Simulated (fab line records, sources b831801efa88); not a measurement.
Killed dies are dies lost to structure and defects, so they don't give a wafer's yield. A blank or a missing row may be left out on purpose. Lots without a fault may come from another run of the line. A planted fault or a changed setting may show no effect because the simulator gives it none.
Chamber matching | flow sky130 | SKY_VIA3_CMP_24 on cmp-01: 4 sister chambers
The step polishes, stops on SiO2, t overpolish 20 s, target thk 0 nm. 16 wafers are shown with their chamber, then 7 later ones without.

WAFERS WITH THEIR CHAMBER
wafer  | chamber | motor_current_A (A) | time_to_endpoint_s (s)
L397.1 | 0       | 11.1                | 94
L397.4 | 1       | 10.4                | 101
L397.5 | 3       | 11.2                | 94
L401.3 | 2       | 12.7                | 98
L401.4 | 0       | 11.3                | 96
L401.5 | 2       | 12.6                | 92
L403.1 | 0       | 11.2                | 94
L403.3 | 1       | 10.4                | 98
L403.4 | 3       | 11.1                | 89
L404.1 | 2       | 12.4                | 96
L404.4 | 3       | 11.5                | 93
L404.6 | 2       | 12.1                | 97
L405.2 | 0       | 11.0                | 98
L406.1 | 0       | 10.5                | 89
L410.1 | 3       | 10.8                | 96
L410.3 | 0       | 11.8                | 101

SIGNATURES (means of the wafers above)
reading            | chamber 0 | chamber 1 | chamber 2 | chamber 3 | scatter within a chamber
motor_current_A    | 11.150    | 10.400    | 12.450    | 11.150    | 0.336
time_to_endpoint_s | 95.33     | 99.50     | 95.75     | 93.00     | 3.35
Rule: a wafer's distance from a chamber is the root of the sum, over the readings, of the square of ((its reading less the chamber's mean) divided by the reading's scatter). The wafer belongs to the nearest chamber; if the next one is less than 2 further off, it can't be placed. The scatter: the root of (the sum of the squares of (reading less its chamber's mean) over the shown wafers, divided by (wafers less chambers)).

WAFERS WITHOUT THEIR CHAMBER
wafer  | motor_current_A (A) | time_to_endpoint_s (s)
L410.6 | 11.3                | 98
L418.2 | 11.0                | 90
L418.3 | 12.3                | 92
L418.6 | 11.6                | 99
L419.1 | 11.1                | 97
L419.3 | 10.1                | 102
L419.6 | 11.1                | 98

WHICH CHAMBER EACH WENT THROUGH
wafer  | from the rows above               | in truth
L410.6 | can't be placed: 0 or 3 or 1      | 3
L418.2 | can't be placed: 3 or 0           | 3
L418.3 | 2                                 | 2
L418.6 | can't be placed: 0 or 3 or 2 or 1 | 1
L419.1 | can't be placed: 0 or 3 or 1      | 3
L419.3 | 1                                 | 1
L419.6 | can't be placed: 0 or 3 or 1      | 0
Placed correctly: 2 of 7. Can't be placed from these rows: 5 (the true chamber is among the candidates in 5). Placed wrongly: 0.
